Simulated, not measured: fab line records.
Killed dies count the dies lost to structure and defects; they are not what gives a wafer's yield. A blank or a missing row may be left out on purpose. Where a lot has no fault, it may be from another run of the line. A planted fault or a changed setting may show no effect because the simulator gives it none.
Matching of chambers + flow sky130 + SKY_VIA3_HDPCVD_00 on hdpcvd-02 has 3 sister chambers
The step deposits SiO2, target thk 1635 nm, time 272.5 s. 17 wafers are shown with their chamber, then 8 later ones without.

== EACH WAFER AND ITS CHAMBER ==
| wafer  | chamber | sih4-flow-sccm (sccm) |
|--------|---------|-----------------------|
| L420.3 | 2       | 59.93                 |
| L420.4 | 2       | 59.90                 |
| L420.5 | 0       | 60.01                 |
| L421.2 | 1       | 60.01                 |
| L421.3 | 2       | 60.44                 |
| L421.5 | 2       | 60.27                 |
| L423.1 | 2       | 60.10                 |
| L423.2 | 1       | 60.05                 |
| L423.6 | 2       | 60.02                 |
| L427.1 | 1       | 59.83                 |
| L427.4 | 2       | 60.05                 |
| L427.6 | 1       | 59.93                 |
| L430.4 | 2       | 59.96                 |
| L430.6 | 0       | 59.74                 |
| L431.2 | 0       | 59.94                 |
| L431.3 | 2       | 60.10                 |
| L441.2 | 0       | 59.98                 |

SIGNATURES (averages over the wafers above)
| reading        | chamber 0 | chamber 1 | chamber 2 | scatter within a chamber |
|----------------|-----------|-----------|-----------|--------------------------|
| sih4-flow-sccm | 59.9175   | 59.9550   | 60.0856   | 0.149                    |
Rule: a wafer's distance from a chamber is the root of the sum, over the readings, of the square of ((its reading less the chamber's mean) divided by the reading's scatter). If the next closest chamber is less than 2 further off than the closest, the wafer can't be placed; otherwise it belongs to the closest. The scatter: the root of (the sum of the squares of (reading less its chamber's mean) over the shown wafers, divided by (wafers less chambers)).

== WAFERS WITH NO CHAMBER GIVEN ==
| wafer  | sih4-flow-sccm (sccm) |
|--------|-----------------------|
| L441.4 | 60.00                 |
| L441.5 | 59.95                 |
| L442.3 | 59.99                 |
| L442.4 | 59.72                 |
| L442.5 | 59.93                 |
| L443.1 | 59.77                 |
| L443.3 | 60.05                 |
| L443.5 | 59.71                 |

== WHICH CHAMBER EACH WENT THROUGH ==
| wafer  | from the rows above          | in truth |
|--------|------------------------------|----------|
| L441.4 | can't be placed: 1 or 0 or 2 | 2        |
| L441.5 | can't be placed: 1 or 0 or 2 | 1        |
| L442.3 | can't be placed: 1 or 0 or 2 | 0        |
| L442.4 | can't be placed: 0 or 1 or 2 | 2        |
| L442.5 | can't be placed: 0 or 1 or 2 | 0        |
| L443.1 | can't be placed: 0 or 1 or 2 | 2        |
| L443.3 | can't be placed: 2 or 1 or 0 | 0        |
| L443.5 | can't be placed: 0 or 1 or 2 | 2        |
Placed correctly: 0 of 8. Unplaceable from these rows: 8, with the true chamber sitting among the candidates in 8. Wrongly placed: 0.
